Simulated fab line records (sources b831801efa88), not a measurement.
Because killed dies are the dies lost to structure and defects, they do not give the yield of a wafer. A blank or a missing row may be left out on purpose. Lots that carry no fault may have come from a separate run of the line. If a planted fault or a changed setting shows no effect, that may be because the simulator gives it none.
Chamber matching || flow sky130 || SKY_VIA2_CMP_02 on cmp-02: 4 sister chambers
The step polishes SiO2. 14 wafers are shown with their chamber, then 7 later ones without.

## WAFERS WITH THEIR CHAMBER
{"wafer": "L501.2", "chamber": 0, "motor_current_A (A)": 10.6, "edge_zone_pressure_frac": 1.001, "slurry_filter_dp_kPa (kPa)": 13.48}
{"wafer": "L501.3", "chamber": 3, "motor_current_A (A)": 11.0, "edge_zone_pressure_frac": 0.997, "slurry_filter_dp_kPa (kPa)": 13.65}
{"wafer": "L501.4", "chamber": 1, "motor_current_A (A)": 12.0, "edge_zone_pressure_frac": 0.997, "slurry_filter_dp_kPa (kPa)": 13.70}
{"wafer": "L504.1", "chamber": 3, "motor_current_A (A)": 11.2, "edge_zone_pressure_frac": 0.993, "slurry_filter_dp_kPa (kPa)": 13.54}
{"wafer": "L504.2", "chamber": 2, "motor_current_A (A)": 10.6, "edge_zone_pressure_frac": 1.000, "slurry_filter_dp_kPa (kPa)": 13.37}
{"wafer": "L504.3", "chamber": 1, "motor_current_A (A)": 11.6, "edge_zone_pressure_frac": 1.003, "slurry_filter_dp_kPa (kPa)": 13.56}
{"wafer": "L503.2", "chamber": 0, "motor_current_A (A)": 11.0, "edge_zone_pressure_frac": 1.003, "slurry_filter_dp_kPa (kPa)": 13.59}
{"wafer": "L503.5", "chamber": 0, "motor_current_A (A)": 10.5, "edge_zone_pressure_frac": 1.002, "slurry_filter_dp_kPa (kPa)": 13.45}
{"wafer": "L503.6", "chamber": 1, "motor_current_A (A)": 11.4, "edge_zone_pressure_frac": 1.001, "slurry_filter_dp_kPa (kPa)": 13.47}
{"wafer": "L505.1", "chamber": 2, "motor_current_A (A)": 10.4, "edge_zone_pressure_frac": 1.004, "slurry_filter_dp_kPa (kPa)": 13.58}
{"wafer": "L505.4", "chamber": 1, "motor_current_A (A)": 11.4, "edge_zone_pressure_frac": 1.004, "slurry_filter_dp_kPa (kPa)": 13.39}
{"wafer": "L505.5", "chamber": 1, "motor_current_A (A)": 11.7, "edge_zone_pressure_frac": 1.001, "slurry_filter_dp_kPa (kPa)": 13.78}
{"wafer": "L520.1", "chamber": 0, "motor_current_A (A)": 10.3, "edge_zone_pressure_frac": 1.004, "slurry_filter_dp_kPa (kPa)": 13.57}
{"wafer": "L520.5", "chamber": 1, "motor_current_A (A)": 11.8, "edge_zone_pressure_frac": 0.996, "slurry_filter_dp_kPa (kPa)": 13.25}

SIGNATURES, as means of the wafers listed above
{"reading": "motor_current_A", "chamber 0": 10.600, "chamber 1": 11.650, "chamber 2": 10.500, "chamber 3": 11.100, "scatter within a chamber": 0.24}
{"reading": "edge_zone_pressure_frac", "chamber 0": 1.00250, "chamber 1": 1.00033, "chamber 2": 1.00200, "chamber 3": 0.99500, "scatter within a chamber": 0.00269}
{"reading": "slurry_filter_dp_kPa", "chamber 0": 13.5225, "chamber 1": 13.5250, "chamber 2": 13.4750, "chamber 3": 13.5950, "scatter within a chamber": 0.154}
Rule: a wafer's distance from a chamber is the root of the sum, over the readings, of the square of ((its reading less the chamber's mean) divided by the reading's scatter). The wafer belongs to the nearest chamber; if the next one is less than 2 further off, it can't be placed. How the scatter is found: for the shown wafers, subtract from each reading the mean of its chamber, square and add these, divide the total by (wafers less chambers), then take the root.

## WAFERS WITH NO CHAMBER GIVEN
{"wafer": "L520.6", "motor_current_A (A)": 10.1, "edge_zone_pressure_frac": 1.002, "slurry_filter_dp_kPa (kPa)": 13.26}
{"wafer": "L521.2", "motor_current_A (A)": 10.6, "edge_zone_pressure_frac": 0.999, "slurry_filter_dp_kPa (kPa)": 13.52}
{"wafer": "L521.4", "motor_current_A (A)": 11.3, "edge_zone_pressure_frac": 0.996, "slurry_filter_dp_kPa (kPa)": 13.52}
{"wafer": "L521.5", "motor_current_A (A)": 11.2, "edge_zone_pressure_frac": 0.995, "slurry_filter_dp_kPa (kPa)": 13.34}
{"wafer": "L524.1", "motor_current_A (A)": 10.9, "edge_zone_pressure_frac": 0.998, "slurry_filter_dp_kPa (kPa)": 13.63}
{"wafer": "L524.2", "motor_current_A (A)": 11.6, "edge_zone_pressure_frac": 1.000, "slurry_filter_dp_kPa (kPa)": 13.60}
{"wafer": "L524.4", "motor_current_A (A)": 11.2, "edge_zone_pressure_frac": 1.000, "slurry_filter_dp_kPa (kPa)": 13.51}

## CHAMBER TAKEN BY EACH
{"wafer": "L520.6", "from the rows above": "can't be placed: 2 or 0", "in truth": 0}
{"wafer": "L521.2", "from the rows above": "can't be placed: 2 or 0 or 3", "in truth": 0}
{"wafer": "L521.4", "from the rows above": "can't be placed: 3 or 1", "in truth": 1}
{"wafer": "L521.5", "from the rows above": "can't be placed: 3 or 1", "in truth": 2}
{"wafer": "L524.1", "from the rows above": "can't be placed: 3 or 0 or 2 or 1", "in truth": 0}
{"wafer": "L524.2", "from the rows above": 1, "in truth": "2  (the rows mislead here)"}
{"wafer": "L524.4", "from the rows above": "can't be placed: 1 or 3 or 0 or 2", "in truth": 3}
0 of 7 placed correctly. Not placeable from these rows: 6 (in 5, the candidates include the true chamber). Wrongly placed: 1.
